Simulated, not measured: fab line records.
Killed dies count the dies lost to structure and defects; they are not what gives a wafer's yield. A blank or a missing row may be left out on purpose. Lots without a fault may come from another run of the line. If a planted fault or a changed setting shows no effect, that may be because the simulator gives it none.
A struck lot beside a sound one ; flow sky130 ; 17 steps out of a route of 708
Sound: wafers L666.4, L666.5, L666.6. Struck: wafers L679.1, L679.3, L679.6. The cause comes at the end.
Order at every step that has rows: each side's tool, ch and its chambers, its first start. Under that, the readings that differ: sound wafers ; struck wafers ; difference of the means ; sigmas: that difference in standard deviations of wafers without a fault.
alike: a reading whose means differ by less than 2 such deviations, as well as words and numbers matching on both sides. not compared: withheld readings; readings where some wafer has no value; bounds like >300 that might hide an equal value; numbers whose values overlap and for which the record gives no deviation.
Wherever a step has rows on one side only, a row that says differs or no value, or a row with sigmas, the two part there. Numbers that don't overlap but have no deviation are shown without sigmas and don't part them. A reading that every wafer of one side lacks parts them only if that side has two wafers or more.

SKY_FIELD_ISO_THK_MEAS_02:
  struck on filmMetro-03, day 4 11:16; sound on filmMetro-03, day 1 16:40
  alike: FIELD_ISO_OXIDATION_00_THK
then, 1 step without rows for these wafers: SKY_FIELD_ISO_CVD_03 (deposits Si3N4 from DCS/NH3, target thk 165 nm, time 2830 s).
SKY_FIELD_ISO_THK_MEAS_04:
  struck on filmMetro-04, day 4 13:07; sound on filmMetro-01, day 1 20:09
  alike: FIELD_ISO_CVD_03_THK
then, 8 steps without rows for these wafers: SKY_FIELD_ISO_DEHYDRATE_05 (time 60 s); SKY_FIELD_ISO_HMDS_06 (prime time 60 s); SKY_FIELD_ISO_COAT_07 (resist thk 60 nm); SKY_FIELD_ISO_COAT_08 (resist thk 450 nm); SKY_FIELD_ISO_SOFTBAKE_09 (time 90 s); SKY_FIELD_ISO_EXPOSE_10 (exposes mask FOM, target cd 150 nm); SKY_FIELD_ISO_PEB_11; SKY_FIELD_ISO_DEVELOP_12 (develop time 60 s).
SKY_FIELD_ISO_CD_MEAS_13: the cd target is 150 nm.
  struck on cdSem-02, day 5 05:44; sound on cdSem-02, day 2 10:48
  alike: cdNm
SKY_FIELD_ISO_ETCH_14: etches BARC in N2/H2, stops on SiO2, time 45.9 s, target depth 60 nm.
  sound on rieDiel-01 ch 0,2,3, day 2 10:52; struck on rieDiel-02 ch 1,3, day 5 05:52
reading;sound;struck;difference;sigmas
oesProductAu (a.u.);0.853 0.845 0.860;0.818 0.825 0.829;-0.029;-6
model.KrF-thick_of_FIELD_ISO_COAT_08.thkNm (nm);390.2 390.3 390.2;406.4 405.6 406.2;+15.8;
model.etch.depthNm (nm);60.08 59.98 60.11;56.17 56.1 56.51;-3.80;
model.FIELD_ISO.cdNm (nm);146.9 147.2 148.7;151.8 154.1 152;+5.0;
  alike: drypumpMotorCurrentA, h2FlowSccm, throttleValvePct
  not compared: rfHoursCounterH
SKY_FIELD_ISO_ETCH_15: etches the open film in CHF3/O2, stops on Si, target depth 180 nm, time 72 s.
  sound on rieDiel-01 ch 0,2,3, day 2 10:54; struck on rieDiel-02 ch 1,3, day 5 05:54
reading;sound;struck;difference;sigmas
oesProductAu (a.u.);0.948 0.942 0.945;0.904 0.898 0.900;-0.044;-6
model.KrF-thick_of_FIELD_ISO_COAT_08.thkNm (nm);231.9 231.2 228.4;249 249.3 250.1;+19;
  alike: drypumpMotorCurrentA, throttleValvePct
  not compared: rfHoursCounterH
SKY_FIELD_ISO_STRIP_16: strips in O2/N2.
  sound on plasmaAsher-01 ch 0,1, day 2 10:59; struck on plasmaAsher-01 ch 0, day 5 05:57
reading;sound;struck;difference;sigmas
oesProductAu (a.u.);0.368 0.373 0.381;0.381 0.384 0.386;+0.010;+2
stripTimeToEndpointS (s);3.50 3.49 3.46;3.68 3.69 3.71;+0.21;+5
  alike: drypumpMotorCurrentA
  not compared: rfHoursCounterH
SKY_FIELD_ISO_ETCH_17: etches Si in HBr/Cl2/O2, target depth 342 nm, time 97.7 s.
  sound on rieSi-01 ch 0,1,2, day 2 11:03; struck on rieSi-02 ch 2,3, day 5 06:03
  alike: drypumpMotorCurrentA, oesProductAu, throttleValvePct
  not compared: rfHoursCounterH
-- a jump in the record: the struck wafers' starts before and after are 44 days apart (it breaks off in module FIELD_ISO and resumes in module PAD_OPEN, where the first step shown is number 708 of the route) --
SKY_PAD_OPEN_PROBE_99:
  struck on prober-01, day 49 01:55; sound on prober-02, day 46 04:12
reading;sound;struck;difference;sigmas
killedAtFrontEnd;15 17 13;34 16 37;+14;+3
killedDies;76 80 84;111 88 108;+22;+3
  alike: killed_at_M0_to_M3, killed_at_M4_up, killedAtContacts, killedAtOther, killedOpen, killedShort

WHERE THEY PART
First at SKY_FIELD_ISO_ETCH_14; last, within this record, at SKY_PAD_OPEN_PROBE_99.

WHY: what had been put in by the simulator
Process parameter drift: rieDiel-02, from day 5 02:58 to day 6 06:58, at SKY_FIELD_ISO_ETCH_14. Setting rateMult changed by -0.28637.
